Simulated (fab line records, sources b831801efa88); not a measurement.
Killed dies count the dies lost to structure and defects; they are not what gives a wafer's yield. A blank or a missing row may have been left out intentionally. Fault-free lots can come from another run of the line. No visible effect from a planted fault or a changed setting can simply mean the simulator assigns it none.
Split-lot study | flow gf180mcu | 23 wafers read across 5 lots, on a route 602 steps long

ON THE SPLIT
At GF_POLY_GATE_EXPOSE_07 (exposes mask Poly2, target cd 280 nm), the setting dose_mj was moved away from the recipe's 28 on 5 of the 23 wafers read, by +2.7% to +4.6%. The other wafers ran this setting at the recipe's value.

FROM THE SPLIT TO THE READING: what the file shows between them, 2 steps
- GF_POLY_GATE_PEB_08: peb time 90 s
- GF_POLY_GATE_DEVELOP_09: develop time 60 s

THE READING
cd_nm (nm) at GF_POLY_GATE_CD_MEAS_10, where the cd target is 280 nm. Fault-free wafers of this fab line usually give 280.2 nm, standard deviation 1.1 nm.

wafer  | tool, chamber at the split | dose_mj as run | against the recipe | cd_nm, nm | against lot-mates on the recipe
L076.3 | krf_scanner-01, 0          | 28             | recipe             | 279.8     | -
L076.4 | krf_scanner-01, 0          | 28             | recipe             | 280.1     | -
L076.6 | krf_scanner-01, 0          | 28             | recipe             | 279.2     | -
L078.1 | krf_scanner-02, 0          | 28             | recipe             | 282.0     | -
L078.2 | krf_scanner-02, 0          | 28             | recipe             | 281.4     | -
L078.4 | krf_scanner-02, 0          | 28             | recipe             | 281.7     | -
L078.5 | krf_scanner-02, 0          | 28             | recipe             | 280.2     | -
L078.6 | krf_scanner-02, 0          | 28             | recipe             | 280.7     | -
L079.1 | krf_scanner-02, 0          | 29.29          | +4.6%              | 273.3     | -6.7
L079.2 | krf_scanner-02, 0          | 29.29          | +4.6%              | 274.3     | -5.7
L079.3 | krf_scanner-02, 0          | 29.29          | +4.6%              | 273.1     | -6.9
L079.4 | krf_scanner-02, 0          | 28             | recipe             | 280.5     | -
L079.6 | krf_scanner-02, 0          | 28             | recipe             | 279.5     | -
L080.1 | krf_scanner-02, 0          | 28             | recipe             | 279.9     | -
L080.2 | krf_scanner-02, 0          | 28             | recipe             | 279.6     | -
L080.4 | krf_scanner-02, 0          | 28             | recipe             | 280.4     | -
L080.5 | krf_scanner-02, 0          | 28.75          | +2.7%              | 276.8     | -3.2
L080.6 | krf_scanner-02, 0          | 28.75          | +2.7%              | 275.4     | -4.6
L083.1 | krf_scanner-01, 0          | 28             | recipe             | 282.1     | -
L083.2 | krf_scanner-01, 0          | 28             | recipe             | 280.9     | -
L083.3 | krf_scanner-01, 0          | 28             | recipe             | 281.2     | -
L083.5 | krf_scanner-01, 0          | 28             | recipe             | 280.7     | -
L083.6 | krf_scanner-01, 0          | 28             | recipe             | 281.7     | -

THE FIT
A straight line over all 23 wafers: cd_nm changes by -1.56 nm for each +1% of dose_mj; r = -0.95; the points scatter about the line by 0.86 nm.
The same after taking each lot's own level away (the mean of its wafers on the recipe; 23 wafers): -1.4 nm for each +1%; r = -0.97; scatter 0.56 nm.
That fit puts the effect of the largest move of dose_mj on the reading at 6.5 nm.
The span of the lots' own levels, 279.70 to 281.32 nm, comes to 1.5 times the standard deviation stated above.
Hence the slope depends on the lot-to-lot level, as the two fits are not the same.
Check: for one of the wafers moved furthest among these (+4.6%), held out of the fit, the line's prediction against its lot-mates is -6.39 nm. Against them it came out at -6.7 nm.

THESE WAFERS: OTHER SPLITS
Note: prior to the reading, these wafers also went through further splits. Each is held against what the fit with the lots' levels taken away leaves over:
other split on the same wafers    | wafers away from the commonest value | r with cd_nm (lot level and that fit taken away)
GF_NWELL_COAT_02 spin_rpm         | 7                                    | +0.25
GF_LVPWELL_COAT_02 spin_rpm       | 6                                    | -0.47
GF_LVPWELL_IMPLANT_09 energy_kev  | 3                                    | -0.25
GF_MVPSD_SOFTBAKE_03 temp_c       | 6                                    | -0.19
GF_VT_IMPLANT_IMPLANT_41 dose_cm2 | 8                                    | -0.36
GF_DUAL_GATE_OXIDATION_02 temp_c  | 15                                   | -0.03

FILE'S OWN FIT
cd_nm changes by -1.41 nm for each +1% of dose_mj, r = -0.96.
